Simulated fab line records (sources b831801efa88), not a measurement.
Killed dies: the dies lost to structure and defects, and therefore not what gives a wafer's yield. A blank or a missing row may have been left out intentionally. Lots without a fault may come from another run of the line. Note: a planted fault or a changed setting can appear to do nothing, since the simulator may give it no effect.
Which tool was responsible? / flow gf180mcu / 21 wafers sampled from 7 lots at 1 step of a route of 602

WHAT THE GAUGES SHOWED, per wafer
GF_MVSD_OVL_MEAS_07.
lot=L541; measured=day 5 01:25; on=overlay-01; MVSD_OVL (nm)=-0.4 -0.9 -0.5
lot=L544; measured=day 5 18:14; on=overlay-01; MVSD_OVL (nm)=0.7 -1.2 -0.8
lot=L550; measured=day 7 03:47; on=overlay-01; MVSD_OVL (nm)=-1.7 -0.6 -0.3
lot=L555; measured=day 8 08:25; on=overlay-02; MVSD_OVL (nm)=-0.8 -2.3 -1.4
lot=L557; measured=day 8 18:10; on=overlay-01; MVSD_OVL (nm)=0.4 -2.7 -2.7
lot=L560; measured=day 9 11:02; on=overlay-02; MVSD_OVL (nm)=-0.7 -1.9 -2.1
lot=L562; measured=day 9 23:46; on=overlay-01; MVSD_OVL (nm)=0.6 -1.0 0.4

TOOL THAT RAN EACH LOT (tool first, then ch and the chambers of the sampled wafers, then the start)
The record shows no process step preceding these readings.

THE ANSWER, worked out from the rows above alone
Rule: usual is defined by the lots themselves. Put in order of their means at a reading, lots are off if they are a third of the lots or fewer, leave a main group of 4 or more, and stand apart from it by a gap of 3 or more times the standard deviation of the main group's means; of several such gaps the widest counts. Not used: any main group whose means are identical at the precision the tables above print for the reading. Also off: a lot with no number at a reading for which 4 or more lots have one. The other lots that the step has rows for count as sound.
Nothing can be told from this: no lot is off at any reading shown.

WHAT THE SIMULATOR HAD INSERTED
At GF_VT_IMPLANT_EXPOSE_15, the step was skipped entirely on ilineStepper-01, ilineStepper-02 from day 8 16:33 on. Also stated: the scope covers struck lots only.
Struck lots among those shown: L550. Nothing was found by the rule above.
